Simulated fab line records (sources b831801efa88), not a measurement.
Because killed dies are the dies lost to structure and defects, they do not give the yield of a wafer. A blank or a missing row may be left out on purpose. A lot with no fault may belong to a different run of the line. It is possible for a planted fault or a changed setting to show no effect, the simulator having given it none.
Matching of chambers	flow sfq-line	SFQ_TRILAYER_I4_CMP_CMP_100 on cmp-02 has 4 sister chambers
The step polishes SiO2. 8 wafers are shown with their chamber, then 7 later ones without.

WAFERS PAIRED WITH THEIR CHAMBERS
wafer	chamber	motor-current-A (A)	time-to-endpoint-s (s)
L756.2	0	9.1	215
L756.1	2	8.4	218
L756.6	1	9.9	230
L764.1	1	9.9	220
L765.2	3	9.9	194
L765.3	2	8.1	207
L766.2	0	8.9	203
L766.1	3	10.3	206

WAFERS WITHOUT THEIR CHAMBER
wafer	motor-current-A (A)	time-to-endpoint-s (s)
L766.3	8.5	211
L772.3	9.5	205
L772.4	8.5	222
L772.5	8.1	221
L773.2	9.8	195
L773.4	7.9	217
L773.6	8.4	215

WHICH CHAMBER EACH ONE RAN IN
wafer	from the rows above	in truth
L766.3	can't be placed: 2 or 0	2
L772.3	can't be placed: 0 or 3 or 1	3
L772.4	can't be placed: 2 or 0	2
L772.5	2	2
L773.2	3	3
L773.4	2	2
L773.6	2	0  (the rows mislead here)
Placed correctly: 3 of 7. Cannot be placed on the basis of these rows: 3; the candidates contain the true chamber in 3. Wrongly placed: 1.
How it was worked out, from the rows above alone: a wafer's distance from a chamber is the root of the sum, over the readings, of the square of ((its reading less the chamber's mean) divided by the reading's scatter). The wafer belongs to the nearest chamber; if the next one is less than 2 further off, it can't be placed. For every chamber, the mean is computed from those of its wafers that are shown. The scatter: take each reading less its chamber's mean, square it, sum over the shown wafers, divide by the number of wafers less the number of chambers, and take the root.
